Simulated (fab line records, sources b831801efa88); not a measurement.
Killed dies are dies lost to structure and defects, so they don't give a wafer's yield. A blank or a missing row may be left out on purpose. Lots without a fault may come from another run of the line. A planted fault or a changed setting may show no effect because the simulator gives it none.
Chamber matching | flow gf180mcu | GF_V5_CMP_04 on cmp-01: 4 sister chambers
The step polishes SiO2. 4 wafers are shown with their chamber, then 7 later ones without.

WAFERS WITH THEIR CHAMBER
wafer  | chamber | motor_current_A (A)
L084.4 | 2       | 11.5
L086.3 | 0       | 12.1
L088.2 | 1       | 9.8
L088.3 | 3       | 13.4

WAFERS WITHOUT THEIR CHAMBER
wafer  | motor_current_A (A)
L088.4 | 11.4
L091.1 | 14.2
L091.2 | 12.2
L091.6 | 13.9
L096.1 | 14.1
L096.3 | 11.1
L096.5 | 9.7

WHICH CHAMBER EACH WENT THROUGH
wafer  | from the rows above          | in truth
L088.4 | can't be placed: 2 or 0      | 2
L091.1 | 3                            | 3
L091.2 | can't be placed: 0 or 2      | 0
L091.6 | 3                            | 3
L096.1 | 3                            | 3
L096.3 | can't be placed: 2 or 0 or 1 | 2
L096.5 | 1                            | 1
Placed correctly: 4 of 7. Can't be placed from these rows: 3 (the true chamber is among the candidates in 3). Placed wrongly: 0.
How it was worked out, from the rows above alone: a wafer's distance from a chamber is the root of the sum, over the readings, of the square of ((its reading less the chamber's mean) divided by the reading's scatter). The wafer belongs to the nearest chamber; if the next one is less than 2 further off, it can't be placed. A chamber's mean is the mean of its shown wafers. The scatter: with one shown wafer a chamber, the root of the mean of the squares of how far each hidden wafer lies from its nearest shown one.
